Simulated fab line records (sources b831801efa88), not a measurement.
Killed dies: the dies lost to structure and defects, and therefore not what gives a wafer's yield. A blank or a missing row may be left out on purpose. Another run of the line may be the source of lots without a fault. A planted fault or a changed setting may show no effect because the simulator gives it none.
Problem report in the 8D (eight disciplines) form, filled by code	flow sky130	the parts of the form that need people (team, actions taken, sign-off) are left out

1. WHAT IS WRONG
Wafers without a fault read 74.2 s, standard deviation 0.46; run-length-s at SKY_LOCAL_INTERCONNECT_ETCH_13 reads a mean of 89.5 s on 2 wafers belonging to 2 lots. That puts it +33 standard deviations away from the usual mean.
The step: etches BARC in N2/H2, stops on SiO2, time 45.9 s, target depth 60 nm.
First observed at day 35 08:16: wafer L426.5, on rie-metal-03. The record holds 33 wafers of 11 lots with a number at this step. The rule behind "out" and "out of limits": a value lying over 4 standard deviations away from the usual mean. The rest of the wafers with a number are treated as sound.

2. WHAT IT IS, WHAT IT ISN'T
question	is	is not
which readings at this step	run-length-s, oes-product-au	drypump-motor-current-A, he-backside-leak-sccm, throttle-valve-pct
which lots	L426, L429	L413, L415, L418, L420, L422, L425, L431, L434, L436
which wafers of those lots	L426.5, L429.5	L426.1, L426.3, L429.3, L429.6
read on which tools	rie-metal-03	rie-metal-01, rie-metal-02
when	from day 35 08:16	up to then (20 sound wafers); but 11 sound wafers of L429, L431, L434, L436 came after

3. SUSPECTS, AND WHAT RULES EACH OUT
Counting: a tool at a process step up to the reading stays a suspect if it ran every lot that is out. Sound lots after the first of them don't rule it out here, since some wafers of a struck lot are sound.
- cmp-01 at SKY_LI_CONTACT_CMP_02 (polishes PSG): kept. It ran every lot that is out, first L426 (day 33 01:41); its last sound lot up to then is L415 (day 28 13:14).
- rie-metal-03 at SKY_LOCAL_INTERCONNECT_ETCH_13 (etches BARC in N2/H2, stops on SiO2, time 45.9 s, target depth 60 nm): kept. It ran every lot that is out, first L426 (day 35 08:16); its last sound lot up to then is L425 (day 34 05:28). On those wafers its own readings are out: oes-product-au, run-length-s.
After counting, cmp-01 at SKY_LI_CONTACT_CMP_02 and rie-metal-03 at SKY_LOCAL_INTERCONNECT_ETCH_13 remain.

4. THE CAUSE (what the simulator had put in)
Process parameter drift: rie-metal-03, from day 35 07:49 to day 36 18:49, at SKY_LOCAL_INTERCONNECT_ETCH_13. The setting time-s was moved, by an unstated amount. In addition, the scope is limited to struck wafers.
Counting left 2 suspects, and this tool is among them.

5. THE EFFECT CHAIN, in route order
Each row: a reading where the mean over the struck wafers with a number is more than 3 standard deviations away from the usual. Scope: only readings with a usual standard deviation given in the record; hours: median across lots of the time from each lot's start at the first step in this table that gives one to its start at this step; sigmas: change in usual standard deviations.
hours	step	reading	usual	on struck wafers	change	sigmas
0	SKY_LOCAL_INTERCONNECT_ETCH_13	oes-product-au	0.854 a.u.	0.739	-0.115	-24
0	SKY_LOCAL_INTERCONNECT_ETCH_13	run-length-s	74.2 s	89.5	+15.3	+33
0	SKY_LOCAL_INTERCONNECT_STRIP_15	strip-time-to-endpoint-s	4.729 s	4.580	-0.149	-7.5
The process steps in it:
- SKY_LOCAL_INTERCONNECT_ETCH_13: etches BARC in N2/H2, stops on SiO2, time 45.9 s, target depth 60 nm.
- SKY_LOCAL_INTERCONNECT_STRIP_15: strips in O2/N2.

6. WHAT WOULD HAVE CAUGHT IT SOONER
In this record the first reading out of limits was taken at day 35 08:16, 0 hours after the fault began at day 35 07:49.
